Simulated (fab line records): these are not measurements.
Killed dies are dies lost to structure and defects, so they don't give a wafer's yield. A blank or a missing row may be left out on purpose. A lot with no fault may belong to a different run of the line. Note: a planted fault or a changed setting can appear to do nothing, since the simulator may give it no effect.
The tool behind it: which one? / flow gf180mcu / Sampling: 14 lots, 42 wafers, 4 of 602 route steps

WHAT THE GAUGES SHOWED, per wafer
GF_STI_THK_MEAS_04.
lot=L694; measured=day 1 15:44; on=film_metro-02; STI_CVD_03_THK (nm)=208.0 208.7 208.5
lot=L695; measured=day 1 19:31; on=film_metro-01; STI_CVD_03_THK (nm)=204.4 206.9 205.8
lot=L696; measured=day 1 23:35; on=film_metro-01; STI_CVD_03_THK (nm)=210.8 210.0 211.1
lot=L697; measured=day 2 04:49; on=film_metro-04; STI_CVD_03_THK (nm)=207.5 206.2 206.3
lot=L698; measured=day 2 10:19; on=film_metro-04; STI_CVD_03_THK (nm)=205.5 205.4 207.3
lot=L699; measured=day 2 14:34; on=film_metro-01; STI_CVD_03_THK (nm)=208.9 206.3 207.9
lot=L702; measured=day 3 05:34; on=film_metro-04; STI_CVD_03_THK (nm)=205.5 205.0 205.8
lot=L705; measured=day 3 20:34; on=film_metro-01; STI_CVD_03_THK (nm)=208.3 206.0 208.9
lot=L706; measured=day 4 01:34; on=film_metro-01; STI_CVD_03_THK (nm)=206.1 206.4 208.1
lot=L713; measured=day 5 12:34; on=film_metro-02; STI_CVD_03_THK (nm)=206.1 205.4 204.9
lot=L714; measured=day 5 18:13; on=film_metro-04; STI_CVD_03_THK (nm)=207.1 207.7 207.7
lot=L715; measured=day 6 00:40; on=film_metro-04; STI_CVD_03_THK (nm)=205.4 205.2 205.8
lot=L716; measured=day 6 03:34; on=film_metro-04; STI_CVD_03_THK (nm)=209.3 209.0 210.2
lot=L717; measured=day 6 08:34; on=film_metro-01; STI_CVD_03_THK (nm)=209.1 209.3 211.2

GF_STI_THK_MEAS_30.
lot=L694; measured=day 2 09:40; on=film_metro-04; STI_OXIDATION_02_THK (nm)=10.01 9.94 9.81
lot=L695; measured=day 2 12:50; on=film_metro-01; STI_OXIDATION_02_THK (nm)=9.80 10.04 10.14
lot=L696; measured=day 2 16:09; on=film_metro-01; STI_OXIDATION_02_THK (nm)=10.12 9.89 10.01
lot=L697; measured=day 2 21:26; on=film_metro-02; STI_OXIDATION_02_THK (nm)=9.92 9.77 9.85
lot=L698; measured=day 3 03:28; on=film_metro-04; STI_OXIDATION_02_THK (nm)=9.89 9.79 9.68
lot=L699; measured=day 3 08:43; on=film_metro-04; STI_OXIDATION_02_THK (nm)=9.92 9.88 9.98
lot=L702; measured=day 4 00:06; on=film_metro-01; STI_OXIDATION_02_THK (nm)=9.90 9.91 9.76
lot=L705; measured=day 4 14:56; on=film_metro-02; STI_OXIDATION_02_THK (nm)=10.15 10.21 10.29
lot=L706; measured=day 4 20:55; on=film_metro-04; STI_OXIDATION_02_THK (nm)=10.17 10.38 10.10
lot=L713; measured=day 6 08:14; on=film_metro-02; STI_OXIDATION_02_THK (nm)=9.78 9.98 9.96
lot=L714; measured=day 6 14:16; on=film_metro-04; STI_OXIDATION_02_THK (nm)=10.08 9.99 10.12
lot=L715; measured=day 6 19:41; on=film_metro-01; STI_OXIDATION_02_THK (nm)=10.08 10.30 10.18
lot=L716; measured=day 7 00:25; on=film_metro-01; STI_OXIDATION_02_THK (nm)=10.19 10.27 10.19
lot=L717; measured=day 7 04:11; on=film_metro-01; STI_OXIDATION_02_THK (nm)=9.79 9.77 9.72

GF_VT_IMPLANT_OVL_MEAS_07.
lot=L694; measured=day 5 19:57; on=overlay-01; VT_IMPLANT_OVL (nm)=-0.9 -0.9 -0.9
lot=L695; measured=day 5 23:16; on=overlay-02; VT_IMPLANT_OVL (nm)=2.3 -0.5 2.2
lot=L696; measured=day 6 04:25; on=overlay-01; VT_IMPLANT_OVL (nm)=-1.3 0.8 0.4
lot=L697; measured=day 6 10:34; on=overlay-02; VT_IMPLANT_OVL (nm)=-0.7 -1.5 -0.5
lot=L698; measured=day 6 16:31; on=overlay-02; VT_IMPLANT_OVL (nm)=-1.0 1.3 0.3
lot=L699; measured=day 6 21:01; on=overlay-01; VT_IMPLANT_OVL (nm)=-2.8 -0.8 -0.9
lot=L702; measured=day 7 18:18; on=overlay-01; VT_IMPLANT_OVL (nm)=1.1 1.5 0.6
lot=L713; measured=day 10 11:30; on=overlay-02; VT_IMPLANT_OVL (nm)=1.0 0.8 -0.5
lot=L714; measured=day 10 20:28; on=overlay-02; VT_IMPLANT_OVL (nm)=-0.4 0.9 -1.0
lot=L715; measured=day 11 01:52; on=overlay-01; VT_IMPLANT_OVL (nm)=0.4 0.5 -1.8
lot=L716; measured=day 11 06:07; on=overlay-01; VT_IMPLANT_OVL (nm)=0.8 -0.7 1.2
lot=L717; measured=day 11 11:52; on=overlay-01; VT_IMPLANT_OVL (nm)=-2.1 -0.4 -1.1

EACH LOT AND THE TOOL THAT RAN IT (in order: tool; ch and the chambers of the sampled wafers; start)
lot=L694; GF_STI_OXIDATION_21=furnace-01 ch 0, day 2 03:55
lot=L695; GF_STI_OXIDATION_21=furnace-01 ch 0, day 2 09:03
lot=L696; GF_STI_OXIDATION_21=furnace-02 ch 0, day 2 12:31
lot=L697; GF_STI_OXIDATION_21=furnace-02 ch 0, day 2 17:33
lot=L698; GF_STI_OXIDATION_21=furnace-01 ch 0, day 2 23:50
lot=L699; GF_STI_OXIDATION_21=furnace-01 ch 0, day 3 04:27
lot=L702; GF_STI_OXIDATION_21=furnace-02 ch 0, day 3 20:05
lot=L705; GF_STI_OXIDATION_21=furnace-01, day 4 11:02
lot=L706; GF_STI_OXIDATION_21=furnace-01, day 4 15:58
lot=L713; GF_STI_OXIDATION_21=furnace-02 ch 0, day 6 03:35
lot=L714; GF_STI_OXIDATION_21=furnace-02 ch 0, day 6 09:49
lot=L715; GF_STI_OXIDATION_21=furnace-01 ch 0, day 6 16:04
lot=L716; GF_STI_OXIDATION_21=furnace-01 ch 0, day 6 19:41
lot=L717; GF_STI_OXIDATION_21=furnace-02 ch 0, day 7 00:34
- GF_STI_OXIDATION_21: stabilise 600 s, purge 300 s, target thk 15 nm.

AS READ BY THE TOOLS THEMSELVES (means over the sampled wafers that have a number; for cases with no such wafer, the mark the record gives instead)
GF_STI_OXIDATION_21.
lot=L694; tool=furnace-01; ox_temp_c (C)=999.6; ox_temp_c_max=1004.3; spike_tc_top_C (C)=1014.2; tube_center_temp_C (C)=1000; tube_center_temp_C_max=1002.3; zone_power_upper_pct (%)=19.3
lot=L695; tool=furnace-01; ox_temp_c (C)=1000.4; ox_temp_c_max=1004.5; spike_tc_top_C (C)=1012.5; tube_center_temp_C (C)=1000; tube_center_temp_C_max=1002.3; zone_power_upper_pct (%)=19.2
lot=L696; tool=furnace-02; ox_temp_c (C)=1000.7; ox_temp_c_max=1007.8; spike_tc_top_C (C)=1014.7; tube_center_temp_C (C)=1000; tube_center_temp_C_max=1002.7; zone_power_upper_pct (%)=21.3
lot=L697; tool=furnace-02; ox_temp_c (C)=1000.6; ox_temp_c_max=1006.7; spike_tc_top_C (C)=1014.3; tube_center_temp_C (C)=1000; tube_center_temp_C_max=1002.6; zone_power_upper_pct (%)=21.4
lot=L698; tool=furnace-01; ox_temp_c (C)=1000.3; ox_temp_c_max=1004.1; spike_tc_top_C (C)=1014.2; tube_center_temp_C (C)=1000; tube_center_temp_C_max=1002.9; zone_power_upper_pct (%)=19.2
lot=L699; tool=furnace-01; ox_temp_c (C)=999.9; ox_temp_c_max=1003.9; spike_tc_top_C (C)=1014.3; tube_center_temp_C (C)=1000; tube_center_temp_C_max=1002.6; zone_power_upper_pct (%)=19.2
lot=L702; tool=furnace-02; ox_temp_c (C)=999.8; ox_temp_c_max=1006.3; spike_tc_top_C (C)=1014.3; tube_center_temp_C (C)=1000; tube_center_temp_C_max=1003.3; zone_power_upper_pct (%)=21.2
lot=L705; tool=furnace-01; ox_temp_c (C)=-; ox_temp_c_max=-; spike_tc_top_C (C)=-; tube_center_temp_C (C)=-; tube_center_temp_C_max=-; zone_power_upper_pct (%)=-
lot=L706; tool=furnace-01; ox_temp_c (C)=-; ox_temp_c_max=-; spike_tc_top_C (C)=-; tube_center_temp_C (C)=-; tube_center_temp_C_max=-; zone_power_upper_pct (%)=-
lot=L713; tool=furnace-02; ox_temp_c (C)=999.9; ox_temp_c_max=1007.8; spike_tc_top_C (C)=1014.8; tube_center_temp_C (C)=1000; tube_center_temp_C_max=1002.7; zone_power_upper_pct (%)=21.5
lot=L714; tool=furnace-02; ox_temp_c (C)=1000.4; ox_temp_c_max=1008.1; spike_tc_top_C (C)=1014.6; tube_center_temp_C (C)=1000; tube_center_temp_C_max=1002.1; zone_power_upper_pct (%)=21.2
lot=L715; tool=furnace-01; ox_temp_c (C)=1000.2; ox_temp_c_max=1004.2; spike_tc_top_C (C)=1015.2; tube_center_temp_C (C)=1000; tube_center_temp_C_max=1002.8; zone_power_upper_pct (%)=19.0
lot=L716; tool=furnace-01; ox_temp_c (C)=1000.0; ox_temp_c_max=1003.6; spike_tc_top_C (C)=1014.0; tube_center_temp_C (C)=1000; tube_center_temp_C_max=1002.6; zone_power_upper_pct (%)=19.0
lot=L717; tool=furnace-02; ox_temp_c (C)=999.9; ox_temp_c_max=1007.9; spike_tc_top_C (C)=1014.8; tube_center_temp_C (C)=1000; tube_center_temp_C_max=1002.3; zone_power_upper_pct (%)=21.3

THE ANSWER, worked out from the rows above alone
Rule: what is usual is taken from the lots themselves. Put in order of their means at a reading, lots are off if they are a third of the lots or fewer, leave a main group of 4 or more, and stand apart from it by a gap of 3 or more times the standard deviation of the main group's means; of several such gaps the widest counts. A main group is skipped when, at the precision printed for the reading in the tables above, its means are all equal. Also off: a lot with no number at a reading for which 4 or more lots have one. Where the step has rows for the other lots, those lots are counted as sound. After the gauges, taken in route order, come the tools' own readings; for these a lot's mean is taken, as printed above. The first step at which some lot is off is used, and at that step the reading that is off furthest; a lot without a number counts as furthest.
Off: L705, L706, at GF_STI_OXIDATION_21 (ox_temp_c). Without a number there: L705, L706. Main group: mean 1000.1 C, sd 0.33.
If a tool, at that step or one of the process steps before it, ran each lot that is off and ran no sound lot following the first of them, it fits. None of those tried fits.

WHAT WAS PUT IN BY THE SIMULATOR
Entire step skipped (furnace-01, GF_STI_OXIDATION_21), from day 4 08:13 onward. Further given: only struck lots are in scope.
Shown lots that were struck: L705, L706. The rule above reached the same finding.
